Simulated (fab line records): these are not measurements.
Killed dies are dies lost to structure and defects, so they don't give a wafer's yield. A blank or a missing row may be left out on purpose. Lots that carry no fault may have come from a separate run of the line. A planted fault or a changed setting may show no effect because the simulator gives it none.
fab line records	flow sky130
[record] lots = 5	wafers = 15	lastDay = 50
route steps=708 shown GATE_OXIDE@192 POLY_GATE@204 RES_PROTECT@207 PAD_OPEN@708
lots untouched by any fault: they come from a run of this same line in which no faults occurred
startH: hours from the record's first day to the start of the lot's first wafer shown	waitH: hours since the lot's step before	" repeats the value in the row above	L1.1+2: several wafers, shown together as one row	- value missing, or start not given	* or withheld: withheld	< > ~ a bound
route shown NAME@n: names a module that has steps shown in the file, with the first one's number in the route	usual: mean/standard deviation of fault-free wafers	same: alike in all rows	chamber/n: place in a boat	sites: readings site by site	_std_site: standard deviation of those values	_edge_site: mean of outer sites minus mean of inner sites	radiusMm: for every site, how far away it sits from the centre of the wafer	mask NAME#n: copy n	behind: the last tool/chamber to shape the wafer	hold: why the lot went on hold/how many hours it stayed there/how the hold came to an end	device: names the non-switching transistor (n, p or np)	end of line: the same wafers' tests at the end of the route	a step given without rows: its recipe and nothing more	killed: dies that structure and defects cost at the first sort, which is not the same as the wafer's yield	map: shows each die of a wafer: x if killed, . if not, _ if none is there
set.NAME: the setting as run; set.NAME@STEP: as run at that earlier step	model.NAME: the simulator's own value behind a step, which no gauge read
certain route steps with their lots: each step a table, each wafer a row
services: from which hour (startH, from the record's first day; less than 0 if before it) a tool's chamber was out of use, for how many hours, and why
[[steps]]
[step SKY_GATE_OXIDE_COAT_05]
[recipe] resist = NOVOLAK	spinRpm = 3000	resistThkNm = 1140
[step SKY_GATE_OXIDE_SOFTBAKE_06]
[recipe] tempC = 90	timeS = 60	resist = NOVOLAK
[step SKY_GATE_OXIDE_EXPOSE_07]
[recipe] maskId = LVOM	na = 0.6	sourceShape = conventional	sigmaOuter = 0.6	polarization = unpolarized	targetCdNm = 600	doseMj = 170
[step SKY_GATE_OXIDE_PEB_08]
[recipe] tempC = withheld	timeS = *	resist = NOVOLAK
[step SKY_GATE_OXIDE_DEVELOP_09]
[recipe] resist = NOVOLAK	developer = TMAH	developTimeS = 60	devTempC = 23
[step SKY_GATE_OXIDE_OVL_MEAS_10]
[usual] GATE_OXIDE_OVL = -0.9/1.5
lot.wafer	tool	chamber	startH	waitH	GATE_OXIDE_OVL[nm]
L853.1	overlay-02	-	311.23	0.1	-3.6
L853.3	"	-	"	"	-2.9
L853.6	"	-	"	"	-3.4
L856.1	overlay-01	-	336.16	0.1	-2.1
L856.4	"	-	"	"	-2.4
L856.5	"	-	"	"	-1.3
L865.1	overlay-01	-	426.68	0.1	-0.8
L865.3	"	-	"	"	-0.6
L865.4	"	-	"	"	-0.3
L874.3	overlay-01	-	495.37	0.1	-0.7
L874.4	"	-	"	"	1.6
L874.5	"	-	"	"	-0.3
L875.1	overlay-01	-	503.68	0.1	-0.2
L875.2	"	-	"	"	1.2
L875.4	"	-	"	"	1.8
[step SKY_GATE_OXIDE_IMPLANT_11]
[recipe] species = B	energyKev = 10	doseCm2 = 2.6e+12	tiltDeg = withheld
[step SKY_GATE_OXIDE_WET_ETCH_12]
[recipe] chemistry = dHF	targetDepthNm = 16.8	dry = n2Spin	target = SiO2	dilution = 100:1	tempC = 25	timeS = 336
[step SKY_GATE_OXIDE_STRIP_13]
[recipe] chemistry = O2/N2	powerW = 1400	pressureMtorr = 1500	platenTempC = withheld	o2FlowSccm = 3000	n2FlowSccm = 300	overashFraction = 0.5
[usual] drypumpMotorCurrentA = 5.6/0.37	n2FlowSccm = 299.9/0.97	oesProductAu = 0.716/0.005	stripTimeToEndpointS = 14.17/0.041
lot.wafer	tool	chamber	startH	waitH	drypumpMotorCurrentA	n2FlowSccm	oesProductAu	rfHoursCounterH	stripTimeToEndpointS
L853.1	plasmaAsher-03	1	311.52	0.0	5.9	298.4	0.719	61	14.22
L853.3	"	1	"	"	6.0	299.2	0.707	-	14.22
L853.6	"	0	"	"	5.8	299.8	0.714	-	14.20
L856.1	plasmaAsher-04	1	336.45	0.0	5.8	299.6	0.712	52	14.18
L856.4	"	1	"	"	5.9	301.1	0.716	-	14.21
L856.5	"	0	"	"	5.0	301.0	0.722	-	14.21
L865.1	plasmaAsher-04	1	426.97	0.0	5.9	299.9	0.713	61	14.21
L865.3	"	0	"	"	5.0	299.9	0.723	-	14.24
L865.4	"	1	"	"	5.8	299.0	0.719	-	14.21
L874.3	plasmaAsher-03	1	495.69	0.0	6.0	298.6	0.721	-	14.18
L874.4	"	0	"	"	5.8	298.8	0.716	-	14.13
L874.5	"	1	"	"	6.0	300.3	0.706	-	14.20
L875.1	plasmaAsher-01	0	503.97	0.0	5.4	297.5	0.708	33	14.17
L875.2	"	1	"	"	5.9	299.9	0.724	33	14.14
L875.4	"	0	"	"	5.4	298.7	0.713	-	14.14
[step SKY_GATE_OXIDE_TW_MEAS_14]
[usual] GATE_OXIDE_TW = 225.3/1.7
lot.wafer	tool	chamber	startH	waitH	GATE_OXIDE_TW
L853.1	filmMetro-01	-	311.62	0.1	224.8
L853.3	"	-	"	"	224.0
L853.6	"	-	"	"	224.2
L856.1	filmMetro-03	-	336.55	0.1	227.0
L856.4	"	-	"	"	225.7
L856.5	"	-	"	"	225.7
L865.1	filmMetro-03	-	427.07	0.1	225.8
L865.3	"	-	"	"	225.0
L865.4	"	-	"	"	225.9
L874.3	filmMetro-01	-	495.77	0.1	223.7
L874.4	"	-	"	"	224.5
L874.5	"	-	"	"	224.8
L875.1	filmMetro-02	-	504.07	0.1	223.4
L875.2	"	-	"	"	223.5
L875.4	"	-	"	"	221.2
[step SKY_GATE_OXIDE_CLEAN_15]
[recipe] chemistry = SC1/SC2	mix = 1:4:20	tempC = 70	timeS = 150	dry = n2Spin
[step SKY_GATE_OXIDE_OXIDATION_16]
[recipe] tempC = 800	ambient = O2	idleTempC = 700	rampUpCPerMin = 10	rampDownCPerMin = 3	stabiliseS = 600	purgeS = 300	targetThkA = 35.7	oxTimeS = 1915
[step SKY_POLY_GATE_CVD_00]
[recipe] material = poly-Si	targetThkNm = 180	tempC = 620	timeS = 720	pressureMtorr = 200
[usual] pressureMtorr = 200.0/0.44	spikeTcCentreC = 620.8/1.3	spikeTcLowerC = 620.4/1.8	susceptorTempC = 619.95/0.25	zonePowerLowerPct = 7.60/0.27
lot.wafer	tool	chamber	startH	waitH	pressureMtorr	spikeTcCentreC	spikeTcLowerC	susceptorTempC	zonePowerLowerPct	model.poly-Si_of_POLY_GATE_CVD_00.thkNm
L853.1	lpcvd-01	1	316.55	0.0	199.4	619.3	618.1	619.98	7.23	181.2
L853.3	"	1	"	"	199.5	619.0	619.0	619.99	7.26	180.5
L853.6	"	1	"	"	199.6	620.0	619.9	620.01	7.35	180.1
L856.1	lpcvd-01	0	338.20	0.0	199.5	620.1	621.1	620.21	7.92	183.1
L856.4	"	0	"	"	199.7	620.8	621.7	620.05	7.75	181.3
L856.5	"	0	"	"	199.8	622.9	623.4	619.87	7.84	181.6
L865.1	lpcvd-01	0	430.36	0.0	240.3	620.5	620.7	619.84	7.84	196.3
L865.3	"	0	"	"	239.9	621.5	622.3	620.21	7.87	196.4
L865.4	"	0	"	"	239.3	622.0	621.9	619.89	7.79	197.6
L874.3	lpcvd-01	1	499.54	0.0	199.7	620.0	617.4	620.07	7.39	178.4
L874.4	"	1	"	"	199.6	619.0	619.1	620.15	7.34	178.9
L874.5	"	1	"	"	200.2	621.1	617.9	619.82	7.23	178.7
L875.1	lpcvd-01	1	505.71	0.0	199.9	620.5	619.4	619.84	7.32	180.1
L875.2	"	1	"	"	199.6	618.8	619.6	619.60	7.35	178.1
L875.4	"	1	"	"	200.1	619.3	618.0	619.99	7.40	178.6
[step SKY_POLY_GATE_THK_MEAS_01]
[recipe] reads = poly-Si_of_POLY_GATE_CVD_00
[usual] POLY_GATE_CVD_00_THK = 179.8/1.4
lot.wafer	tool	chamber	startH	waitH	hold	POLY_GATE_CVD_00_THK[nm]
L853.1	filmMetro-01	-	317.75	0.0	-	181.3
L853.3	"	-	"	"	-	180.5
L853.6	"	-	"	"	-	180.0
L856.1	filmMetro-03	-	339.40	0.0	-	182.9
L856.4	"	-	"	"	-	181.3
L856.5	"	-	"	"	-	181.5
L865.1	filmMetro-04	-	431.59	0.0	awaitDispo/0.2h/release	196.2
L865.3	"	-	"	"	awaitDispo/0.2h/release	196.2
L865.4	"	-	"	"	awaitDispo/0.2h/release	197.6
L865.1	filmMetro-04	-	431.83	0.2	-	196.3
L865.3	"	-	"	"	-	196.4
L865.4	"	-	"	"	-	197.7
L874.3	filmMetro-04	-	500.76	0.0	-	178.3
L874.4	"	-	"	"	-	178.8
L874.5	"	-	"	"	-	178.7
L875.1	filmMetro-01	-	506.91	0.0	-	180.1
L875.2	"	-	"	"	-	178.1
L875.4	"	-	"	"	-	178.7
[step SKY_RES_PROTECT_HMDS_01]
[recipe] primeTimeS = 60	primeTempC = 120
[step SKY_RES_PROTECT_COAT_02]
[recipe] resist = NOVOLAK	spinRpm = 3040	resistThkNm = 1140
[step SKY_RES_PROTECT_SOFTBAKE_03]
[recipe] tempC = 90	timeS = 60	resist = NOVOLAK
[step SKY_RES_PROTECT_EXPOSE_04]
[recipe] maskId = RPM	na = 0.6	sourceShape = conventional	sigmaOuter = 0.6	polarization = unpolarized	targetCdNm = 1270	doseMj = 131
[step SKY_RES_PROTECT_PEB_05]
[recipe] tempC = withheld	timeS = *	resist = NOVOLAK
[step SKY_RES_PROTECT_DEVELOP_06]
[recipe] resist = NOVOLAK	developer = TMAH	developTimeS = 60	devTempC = 23
[step SKY_POLY_GATE_IMPLANT_02]
[recipe] species = P	energyKev = 30	doseCm2 = 7.7e+15	tiltDeg = 0
[step SKY_RES_PROTECT_STRIP_07]
[recipe] chemistry = O2/N2	powerW = 1400	pressureMtorr = 1500	platenTempC = withheld	o2FlowSccm = 3000	n2FlowSccm = 300	overashFraction = 0.5
[usual] drypumpMotorCurrentA = 5.4/0.45	n2FlowSccm = 299.9/0.84	oesProductAu = 0.517/0.0049	stripTimeToEndpointS = 23.18/0.047
lot.wafer	tool	chamber	startH	waitH	drypumpMotorCurrentA	n2FlowSccm	oesProductAu	rfHoursCounterH	stripTimeToEndpointS
L853.1	plasmaAsher-03	0	344.74	0.1	5.8	300.9	0.506	66	23.22
L853.3	"	0	"	"	5.8	301.7	0.511	-	23.16
L853.6	"	0	"	"	5.8	301.6	0.512	-	23.14
L856.1	plasmaAsher-04	0	366.19	0.1	4.9	299.8	0.517	55	23.19
L856.4	"	0	"	"	4.9	299.8	0.517	-	23.22
L856.5	"	0	"	"	5.0	298.9	0.510	-	23.19
L865.1	plasmaAsher-03	0	460.64	0.1	5.9	300.3	0.522	3	23.19
L865.3	"	0	"	"	5.8	301.2	0.514	-	23.21
L865.4	"	1	"	"	6.0	300.6	0.518	-	23.24
L874.3	plasmaAsher-03	1	530.12	0.1	5.9	299.6	0.522	-	23.19
L874.4	"	0	"	"	5.8	300.1	0.513	-	23.15
L874.5	"	0	"	"	5.8	301.3	0.518	-	23.20
L875.1	plasmaAsher-02	0	536.69	0.1	5.0	299.1	0.520	87	23.28
L875.2	"	1	"	"	4.9	301.7	0.515	87	23.26
L875.4	"	0	"	"	5.0	299.0	0.519	-	23.24
[step SKY_RES_PROTECT_TW_MEAS_08]
[usual] POLY_GATE_TW = 4006/43
lot.wafer	tool	chamber	startH	waitH	POLY_GATE_TW
L853.1	filmMetro-01	-	344.84	0.1	4005
L853.3	"	-	"	"	4007
L853.6	"	-	"	"	3995
L856.1	filmMetro-01	-	366.29	0.1	4060
L856.4	"	-	"	"	4050
L856.5	"	-	"	"	4059
L865.1	filmMetro-01	-	460.74	0.1	4044
L865.3	"	-	"	"	4050
L865.4	"	-	"	"	4033
L874.3	filmMetro-02	-	530.21	0.1	3976
L874.4	"	-	"	"	4007
L874.5	"	-	"	"	4018
L875.1	filmMetro-02	-	536.79	0.1	4017
L875.2	"	-	"	"	4013
L875.4	"	-	"	"	4022
[step SKY_RES_PROTECT_CLEAN_09]
[recipe] chemistry = SC1/SC2	mix = 1:4:20	tempC = 70	timeS = 150	dry = n2Spin
lot.wafer	tool	chamber	startH	waitH	model.poly-Si_of_POLY_GATE_CVD_00.thkNm
L853.1	wetBench-03	3	344.90	0.1	180.6
L853.3	"	3	"	"	179.8
L853.6	"	3	"	"	179.5
L856.1	wetBench-01	1	366.35	0.1	182.5
L856.4	"	1	"	"	180.7
L856.5	"	1	"	"	181
L865.1	wetBench-01	3	460.80	0.1	195.7
L865.3	"	3	"	"	195.8
L865.4	"	3	"	"	196.9
L874.3	wetBench-01	2	530.25	0.0	177.8
L874.4	"	2	"	"	178.3
L874.5	"	2	"	"	178
L875.1	wetBench-04	2	536.85	0.1	179.5
L875.2	"	2	"	"	177.5
L875.4	"	2	"	"	178
[step SKY_POLY_GATE_CVD_03]
[recipe] material = Si3N4	precursor = DCS/NH3	targetThkNm = 75	tempC = 770	timeS = 1290	pressureMtorr = 250
[step SKY_PAD_OPEN_PROBE_99]
[usual] killed_at_M0_to_M3 = 43/6.5	killed_at_M4_up = 3.1/1.8	killedAtContacts = 24/4.8	killedAtFrontEnd = 15/4.7	killedAtOther = 0.3/0.58	killedDies = 86/8.6	killedOpen = 47/6.7	killedShort = 39/6.1
[same] grossDies = 492	killedAtBackSide = 0
lot.wafer	tool	chamber	startH	waitH	killed_at_M0_to_M3	killed_at_M4_up	killedAtContacts	killedAtFrontEnd	killedAtOther	killedDies	killedOpen	killedShort	model.etest.resHighPo.lineOhmUm	model.etest.resPoly.lineOhmUm	model.etest.liconHighPo.rcOhm	model.etest.resHighPo.rsOhmSq	model.etest.capLiToPoly.cAfUm2	model.etest.resPoly.rsOhmSq
L853.1	prober-01	-	1075.70	0.1	50	0	27	21	1	99	46	53	741.5	493.8	348.6	259.5	103.6	47.99
L853.3	prober-01	-	1075.80	0.2	36	3	28	17	0	84	42	42	748.9	516.4	360.8	260.2	102.7	48.38
L853.6	prober-01	-	1075.95	0.2	42	2	25	19	2	90	47	43	755.7	519.9	360.1	260.8	105.1	47.93
L856.1	prober-01	-	1095.91	0.1	35	3	27	22	0	87	49	38	732.2	498.3	353.5	261.7	98.66	48.52
L856.4	prober-01	-	1096.06	0.2	41	2	29	11	1	84	39	45	728.8	517	344	257.7	102.7	47.58
L856.5	prober-01	-	1096.11	0.2	37	1	31	18	0	87	45	42	754.5	512.6	360.9	265.5	101.5	48.45
L865.1	prober-02	-	1157.07	0.1	31	2	22	23	0	78	41	37	721.9	485	349.9	251.3	106.2	45.66
L865.3	prober-02	-	1157.17	0.2	46	2	36	20	2	106	64	42	710.3	476.9	370.7	251.2	105.7	45.71
L865.4	prober-02	-	1157.22	0.2	43	5	29	20	0	97	45	52	724	498	351.8	251	107.4	45.5
L874.3	prober-02	-	1194.06	0.2	38	5	24	8	1	76	36	40	743.5	512.4	339.1	262.1	100.6	48.7
L874.4	prober-02	-	1194.11	0.2	47	5	21	9	2	84	48	36	734.4	485.7	338	260.4	100.4	47.6
L874.5	prober-02	-	1194.16	0.2	41	8	23	11	0	83	38	45	738.5	498.2	353.8	261	98.78	48.35
L875.1	prober-01	-	1200.19	0.1	37	3	22	16	0	78	42	36	759.2	529	355.5	264.9	102	48.6
L875.2	prober-01	-	1200.24	0.1	34	1	23	18	0	76	39	37	768.7	531.1	349.6	267.6	98.3	49.47
L875.4	prober-01	-	1200.34	0.2	44	1	24	15	0	84	46	38	779.2	530.2	349.3	270.9	96.3	49.41
// killed by level:class
L853.1 FIELD_ISO:geometricParticle:short=8 CONTACT:geometricParticle:open=8 VIA2:geometricParticle:open=8 METAL2:geometricParticle:short=7 VIA1:geometricParticle:open=7 VIA3:geometricParticle:short=7 LI_CONTACT:geometricParticle:short=6 LI_CONTACT:geometricParticle:open=6
L853.3 CONTACT:geometricParticle:open=10 POLY_GATE:geometricParticle:short=8 VIA1:geometricParticle:open=8 LI_CONTACT:geometricParticle:open=7 LI_CONTACT:geometricParticle:short=5 VIA3:geometricParticle:open=5 METAL2:geometricParticle:open=4 VIA1:geometricParticle:short=4
L853.6 CONTACT:geometricParticle:open=9 VIA1:geometricParticle:short=8 METAL2:geometricParticle:short=8 VIA3:geometricParticle:open=8 VIA1:geometricParticle:open=7 LI_CONTACT:geometricParticle:open=6 FIELD_ISO:geometricParticle:open=5 LOCAL_INTERCONNECT:geometricParticle:short=5
L856.1 VIA1:geometricParticle:open=15 CONTACT:geometricParticle:open=13 FIELD_ISO:geometricParticle:short=6 POLY_GATE:geometricParticle:open=6 METAL1:geometricParticle:short=5 LI_CONTACT:geometricParticle:open=4 LOCAL_INTERCONNECT:geometricParticle:short=4 CONTACT:geometricParticle:short=4
L856.4 LI_CONTACT:geometricParticle:open=9 VIA1:geometricParticle:open=7 CONTACT:geometricParticle:open=7 METAL1:geometricParticle:short=7 VIA3:geometricParticle:open=6 LI_CONTACT:geometricParticle:short=5 CONTACT:geometricParticle:short=5 FIELD_ISO:geometricParticle:short=4
L856.5 LI_CONTACT:geometricParticle:open=12 CONTACT:geometricParticle:open=10 VIA1:geometricParticle:open=9 FIELD_ISO:geometricParticle:short=6 METAL1:geometricParticle:short=6 VIA1:geometricParticle:short=6 LI_CONTACT:geometricParticle:short=5 POLY_GATE:geometricParticle:short=4
L865.1 LI_CONTACT:geometricParticle:open=11 POLY_GATE:geometricParticle:short=10 METAL1:geometricParticle:short=7 VIA2:geometricParticle:open=7 CONTACT:geometricParticle:open=7 FIELD_ISO:geometricParticle:short=6 VIA1:geometricParticle:open=6 FIELD_ISO:geometricParticle:open=3
L865.3 VIA1:geometricParticle:open=18 LI_CONTACT:geometricParticle:open=11 CONTACT:geometricParticle:open=10 VIA2:geometricParticle:open=7 POLY_GATE:geometricParticle:open=5 METAL2:geometricParticle:short=5 CONTACT:geometricParticle:short=5 METAL1:geometricParticle:short=5
L865.4 CONTACT:geometricParticle:open=9 METAL1:geometricParticle:short=8 LOCAL_INTERCONNECT:geometricParticle:short=6 VIA1:geometricParticle:open=6 METAL2:geometricParticle:short=6 POLY_GATE:geometricParticle:short=5 VIA2:geometricParticle:short=5 VIA2:geometricParticle:open=5
L874.3 CONTACT:geometricParticle:open=7 VIA1:geometricParticle:open=7 METAL1:geometricParticle:short=7 LI_CONTACT:geometricParticle:short=5 LI_CONTACT:geometricParticle:open=5 METAL1:geometricParticle:open=4 VIA1:geometricParticle:short=4 CONTACT:geometricParticle:short=4
L874.4 VIA2:geometricParticle:open=17 LI_CONTACT:geometricParticle:open=7 VIA1:geometricParticle:open=7 METAL2:geometricParticle:short=6 VIA3:geometricParticle:open=5 VIA2:geometricParticle:short=5 METAL4:geometricParticle:short=5 POLY_GATE:geometricParticle:short=4
L874.5 CONTACT:geometricParticle:open=11 METAL1:geometricParticle:short=8 METAL4:geometricParticle:short=8 VIA2:geometricParticle:open=7 VIA1:geometricParticle:open=6 VIA1:geometricParticle:short=5 METAL2:geometricParticle:short=5 POLY_GATE:geometricParticle:short=4
L875.1 VIA1:geometricParticle:open=8 POLY_GATE:geometricParticle:open=7 VIA2:geometricParticle:open=7 CONTACT:geometricParticle:short=6 CONTACT:geometricParticle:open=6 VIA1:geometricParticle:short=6 VIA3:geometricParticle:open=6 LI_CONTACT:geometricParticle:open=5
L875.2 POLY_GATE:geometricParticle:open=8 VIA1:geometricParticle:open=8 CONTACT:geometricParticle:short=6 METAL2:geometricParticle:short=6 VIA2:geometricParticle:open=6 LI_CONTACT:geometricParticle:open=5 VIA3:geometricParticle:short=4 LI_CONTACT:geometricParticle:short=4
L875.4 CONTACT:geometricParticle:open=9 VIA2:geometricParticle:open=8 VIA1:geometricParticle:open=8 METAL2:geometricParticle:short=8 LI_CONTACT:geometricParticle:open=6 VIA3:geometricParticle:open=5 POLY_GATE:geometricParticle:open=4 LOCAL_INTERCONNECT:geometricParticle:short=4
[[services]]
tool	chamber	startH	hours	kind
lpcvd-01	-	288.26	2.8	pm
plasmaAsher-01	-	310.31	49.4	repair
plasmaAsher-01	-	330.98	1.9	repair
wetBench-04	-	346.48	1.9	pm
lpcvd-01	-	347.22	6.0	pm
plasmaAsher-03	-	382.99	1.5	repair
plasmaAsher-02	-	386.27	1.2	repair
plasmaAsher-01	-	419.64	2.3	repair
plasmaAsher-03	-	421.25	9.0	pm
plasmaAsher-03	0	421.25	9.0	ventCycle
plasmaAsher-03	1	421.25	9.0	ventCycle
plasmaAsher-03	0	430.25	-	clean
plasmaAsher-03	1	430.25	-	clean
plasmaAsher-01	-	439.77	1.3	repair
plasmaAsher-01	-	440.70	2.7	repair
plasmaAsher-02	-	450.08	9.2	repair
wetBench-01	-	461.70	4.4	pm
wetBench-03	-	509.97	5.3	repair
[[key]]
[firstSign] step = SKY_POLY_GATE_CVD_00	reading = pressureMtorr	direction = up	sigmas = 90	usual = 200.0	struck = 239.8
[effect] step = SKY_POLY_GATE_THK_MEAS_01	reading = visit	direction = added
[effect] step = SKY_POLY_GATE_THK_MEAS_01	reading = POLY_GATE_CVD_00_THK	direction = up	sigmas = 12	usual = 179.8	struck = 196.7
[modelEffect] step = SKY_POLY_GATE_CVD_00	value = poly-Si_of_POLY_GATE_CVD_00.thkNm	without = 179.6	struck = 196.8
[modelEffect] step = SKY_RES_PROTECT_CLEAN_09	value = poly-Si_of_POLY_GATE_CVD_00.thkNm	without = 178.9	struck = 196.1
[modelEffect] step = SKY_PAD_OPEN_PROBE_99	value = etest.resHighPo.lineOhmUm	without = 754.5	struck = 718.7
metAt SKY_POLY_GATE_CVD_00
struckWafers L865.1,L865.3,L865.4
testerLeftOut L865
onsetBetween 338.20 430.36
[fault] kind = processParameterDrift	tool = lpcvd-01	chamber = 0	onsetH = 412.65	steps = SKY_POLY_GATE_CVD_00	channel = pressureMtorr	offset = 40	shape = step	endH = 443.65	stated = 200
// testerLeftOut: of these lots the tester's yield and bins aren't shown, on N5 and GAA mostly nor the transistor test; their killed dies are dies lost to structure and defects alone, not to doping, threshold or leakage, so they don't give the yield
